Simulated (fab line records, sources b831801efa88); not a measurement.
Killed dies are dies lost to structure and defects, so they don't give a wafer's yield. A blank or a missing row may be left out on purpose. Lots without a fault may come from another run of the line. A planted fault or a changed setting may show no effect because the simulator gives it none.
fab line records | flow sky130 | part 2 of 2: steps 26 to 37 of 37
record lots=5 wafers=15 last_day=50
route steps=708 shown METAL2@483 VIA2@507
lots that met no fault: from a run of the same line without faults
start_h: hours from the record's first day to the start of the lot's first wafer shown | wait_h: hours since the lot's step before | " the same as in the row above | L1.1+2: a row that stands for several wafers | - no value, or no start given | * or withheld: withheld | < > ~ a bound
route shown NAME@n: a module of which the file shows steps, and the number in the route of the first | usual: mean/standard deviation of fault-free wafers | same: alike in all rows | chamber/n: place in a boat | sites: the reading at each site | _std_site: their standard deviation | _edge_site: outer sites' mean less inner sites' | radius_mm: how far each site lies from the wafer's centre | mask NAME#n: copy n | behind: the tool/chamber that last shaped the wafer | hold: why the lot was held/for how many hours/how that ended | device: the transistor (n, p or np) that didn't switch | end of line: the same wafers' tests at the end of the route | a step without rows: its recipe alone | killed: dies lost to structure and defects at the first sort, not the wafer's yield | map: a wafer's dies, x killed, . not, _ none there
set.NAME: the setting as run; set.NAME@STEP: as run at that earlier step | model.NAME: the simulator's own value behind a step, which no gauge read
lots at some steps of the route; a table a step, a row a wafer
services: from which hour (start_h, from the record's first day; less than 0 if before it) a tool's chamber was out of use, for how many hours, and why
## steps
# step SKY_VIA2_THK_MEAS_01
# recipe reads=SiO2_of_VIA2_HDPCVD_00
# usual VIA2_HDPCVD_THK=1182/11
# columns lot.wafer tool chamber start_h wait_h VIA2_HDPCVD_THK[nm]
L078.2 film_metro-03 - 857.85 0.1 1172
L078.5 " - " " 1173
L078.6 " - " " 1174
L084.1 film_metro-01 - 904.05 0.1 1189
L084.4 " - " " 1180
L084.5 " - " " 1183
L089.1 film_metro-03 - 930.24 0.1 1182
L089.2 " - " " 1183
L089.4 " - " " 1171
L092.1 film_metro-01 - 961.51 0.1 1196
L092.3 " - " " 1173
L092.5 " - " " 1202
L096.4 film_metro-01 - 973.12 0.0 1191
L096.5 " - " " 1194
L096.6 " - " " 1192
# step SKY_VIA2_CMP_02
# recipe material=SiO2 down_force_psi=4 platen_rpm=60 pad_velocity_m_s=0.94248
# usual motor_current_A=11.4/1.5 slurry_filter_dp_kPa=13.53/0.14
# columns lot.wafer tool chamber start_h wait_h motor_current_A slurry_filter_dp_kPa
L078.2 cmp-01 3 857.95 0.1 11.1 13.49
L078.6 " 2 " " 13.6 13.56
L078.5 " 3 " " 10.7 13.57
L084.4 cmp-02 2 904.16 0.1 13.5 13.47
L084.1 " 0 " " 9.4 13.39
L084.5 " 2 " " 13.6 13.55
L089.4 cmp-01 3 930.30 0.0 10.9 13.56
L089.2 " 1 " " 11.7 13.75
L089.1 " 2 " " 13.4 13.63
L092.1 cmp-01 2 961.57 0.1 13.4 13.55
L092.3 " 1 " " 11.8 13.30
L092.5 " 3 " " 10.7 13.58
L096.4 cmp-01 0 973.20 0.1 9.7 13.67
L096.6 " 3 " " 10.6 13.30
L096.5 " 0 " " 9.4 13.41
# step SKY_VIA2_BOW_MEAS_03
# recipe mode=bow
# usual VIA2_BOW=86/6.5
# columns lot.wafer tool chamber start_h wait_h VIA2_BOW[um]
L078.2 film_metro-03 - 858.22 0.2 88
L078.5 " - " " 89
L078.6 " - " " 94
L084.1 film_metro-02 - 904.41 0.1 75
L084.4 " - " " 87
L084.5 " - " " 87
L089.1 film_metro-02 - 930.60 0.1 85
L089.2 " - " " 87
L089.4 " - " " 83
L092.1 film_metro-03 - 961.87 0.2 84
L092.3 " - " " 73
L092.5 " - " " 76
L096.4 film_metro-03 - 973.51 0.3 95
L096.5 " - " " 86
L096.6 " - " " 88
# step SKY_VIA2_DEHYDRATE_04
# recipe temp_c=200 time_s=60
# usual heater_power_total_W=160.37/0.12 plate_temp_C=200.00/0.17
# columns lot.wafer tool chamber start_h wait_h heater_power_total_W plate_temp_C
L078.2 litho_track-04 0 870.42 12.2 160.38 200.29
L078.5 " 0 " " 160.41 200.21
L078.6 " 0 " " 160.46 200.00
L084.1 litho_track-01 0 915.70 11.3 160.56 200.18
L084.4 " 0 " " 160.24 199.94
L084.5 " 0 " " 160.51 200.20
L089.1 litho_track-02 0 941.48 10.9 160.41 200.02
L089.2 " 0 " " 160.24 200.14
L089.4 " 0 " " 160.55 200.23
L092.1 litho_track-01 0 972.85 11.0 160.31 199.97
L092.3 " 0 " " 160.16 199.83
L092.5 " 0 " " 160.19 199.98
L096.4 litho_track-04 0 985.87 12.3 160.38 199.94
L096.5 " 0 " " 160.31 200.29
L096.6 " 0 " " 160.57 199.92
# step SKY_VIA2_HMDS_05
# recipe prime_time_s=60 prime_temp_c=120
# usual prime_temp_c=119.96/0.12
# columns lot.wafer tool chamber start_h wait_h prime_temp_c
L078.2 litho_track-04 0 870.57 0.1 119.75
L078.5 " 0 " " 119.95
L078.6 " 0 " " 119.98
L084.1 litho_track-01 0 915.85 0.1 120.03
L084.4 " 0 " " 119.97
L084.5 " 0 " " 119.95
L089.1 litho_track-02 0 941.63 0.1 119.97
L089.2 " 0 " " 119.80
L089.4 " 0 " " 119.79
L092.1 litho_track-01 0 973.00 0.1 120.31
L092.3 " 0 " " 120.06
L092.5 " 0 " " 120.08
L096.4 litho_track-04 0 986.02 0.1 119.89
L096.5 " 0 " " 119.76
L096.6 " 0 " " 119.91
# step SKY_VIA2_COAT_06
# recipe resist=BARC temp_c=withheld time_s=withheld spin_rpm=3000 resist_thk_nm=60
# columns lot.wafer tool chamber start_h wait_h
L078.2+5+6 litho_track-04 0 870.72 0.1
L084.1+4+5 litho_track-01 0 916.00 0.1
L089.1+2+4 litho_track-02 0 941.78 0.1
L092.1+3+5 litho_track-01 0 973.15 0.1
L096.4+5+6 litho_track-04 0 986.17 0.1
# step SKY_VIA2_COAT_07
# recipe resist=KrF-thick spin_rpm=3000 resist_thk_nm=450
# columns lot.wafer tool chamber start_h wait_h
L078.2+5+6 litho_track-04 0 - -
L084.1+4+5 litho_track-01 0 - -
L089.1+2+4 litho_track-02 0 - -
L092.1+3+5 litho_track-01 0 - -
L096.4+5+6 litho_track-04 0 - -
# step SKY_VIA2_SOFTBAKE_08
# recipe temp_c=100 time_s=90 resist=KrF-thick
# usual heater_power_total_W=57.36/0.11 plate_temp_C=99.99/0.12
# columns lot.wafer tool chamber start_h wait_h heater_power_total_W plate_temp_C
L078.2 litho_track-04 0 - - 57.47 100.30
L078.5 " 0 " " 57.23 99.96
L078.6 " 0 " " 57.20 100.03
L084.1 litho_track-01 0 - - 57.16 99.85
L084.4 " 0 " " 57.40 99.72
L084.5 " 0 " " 57.29 99.92
L089.1 litho_track-02 0 - - 57.20 100.03
L089.2 " 0 " " 57.31 99.96
L089.4 " 0 " " 57.24 100.05
L092.1 litho_track-01 0 - - 57.35 99.89
L092.3 " 0 " " 57.38 100.08
L092.5 " 0 " " 57.59 100.12
L096.4 litho_track-04 0 - - 57.31 100.02
L096.5 " 0 " " 57.53 99.95
L096.6 " 0 " " 57.21 99.96
# step SKY_VIA2_EXPOSE_09
# recipe mask_id=VIM2 na=0.8 source_shape=annular sigma_inner=0.55 sigma_outer=0.85 target_cd_nm=200 dose_mj=38
# columns lot.wafer tool chamber start_h wait_h mask
L078.2+5+6 krf_scanner-01 0 - - VIM2#0
L084.1+4+5 krf_scanner-01 0 - - VIM2#0
L089.1+2+4 krf_scanner-01 0 - - VIM2#0
L092.1+3+5 krf_scanner-01 0 - - VIM2#0
L096.4+5+6 krf_scanner-02 0 - - VIM2#0
# step SKY_VIA2_PEB_10
# recipe peb_temp_c=withheld peb_time_s=withheld resist=KrF-thick
# columns lot.wafer tool chamber start_h wait_h
L078.2+5+6 litho_track-02 0 - -
L084.1+4+5 litho_track-02 0 - -
L089.1+2+4 litho_track-01 0 - -
L092.1+3+5 litho_track-01 0 - -
L096.4+5+6 litho_track-04 0 - -
# step SKY_VIA2_DEVELOP_11
# recipe develop_time_s=60 resist=KrF-thick dev_temp_c=21
# usual developer_temp_C=20.98/0.11
# same develop_time_s=60
# columns lot.wafer tool chamber start_h wait_h developer_temp_C
L078.2 litho_track-02 0 - - 20.99
L078.5 " 0 " " 20.94
L078.6 " 0 " " 21.08
L084.1 litho_track-02 0 - - 20.95
L084.4 " 0 " " 21.08
L084.5 " 0 " " 20.87
L089.1 litho_track-01 0 - - 20.88
L089.2 " 0 " " 20.86
L089.4 " 0 " " 21.01
L092.1 litho_track-01 0 - - 20.92
L092.3 " 0 " " 20.89
L092.5 " 0 " " 20.93
L096.4 litho_track-04 0 - - 20.98
L096.5 " 0 " " 21.04
L096.6 " 0 " " 21.10
# step SKY_VIA2_CD_MEAS_12
# recipe target_cd_nm=200
# usual cd_nm=199.5/1.6
# columns lot.wafer tool chamber start_h wait_h cd_nm
L078.2 cd_sem-01 - 884.70 - 200.8
L078.5 " - " " 201.0
L078.6 " - " " 202.4
L084.1 cd_sem-02 - 928.23 - 197.5
L084.4 " - " " 197.9
L084.5 " - " " 198.6
L089.1 cd_sem-02 - 953.60 - 197.9
L089.2 " - " " 199.6
L089.4 " - " " 199.0
L092.1 cd_sem-01 - 986.60 - 198.0
L092.3 " - " " 198.3
L092.5 " - " " 198.7
L096.4 cd_sem-01 - 997.85 - 197.6
L096.5 " - " " 197.9
L096.6 " - " " 197.3
## services
# columns tool chamber start_h hours kind
cmp-01 - 809.70 0.7 repair
cmp-01 - 810.38 6.3 pm
krf_scanner-02 - 818.75 1.4 repair
krf_scanner-01 - 821.92 1.0 pm
cmp-01 - 825.64 0.5 repair
krf_scanner-02 - 827.43 0.8 pm
pvd_sputter-03 - 832.97 0.5 repair
krf_scanner-01 - 838.45 3.6 pm
krf_scanner-02 - 858.41 3.6 pm
krf_scanner-02 - 862.19 0.1 repair
krf_scanner-02 - 869.02 1.3 pm
krf_scanner-02 - 887.72 1.0 pm
rie_metal-01 0 891.67 41.1 repair
pvd_sputter-02 - 894.16 0.6 repair
krf_scanner-01 - 894.66 1.3 pm
cmp-01 - 895.45 2.0 repair
krf_scanner-01 - 898.28 0.8 pm
pvd_sputter-03 - 900.35 0.5 repair
cmp-01 - 902.48 10.3 repair
cmp-01 - 912.76 4.0 pm
hdpcvd-02 2 915.69 8.8 repair
cmp-01 - 916.08 2.1 repair
krf_scanner-01 - 969.76 0.8 pm
krf_scanner-01 - 990.92 1.0 pm
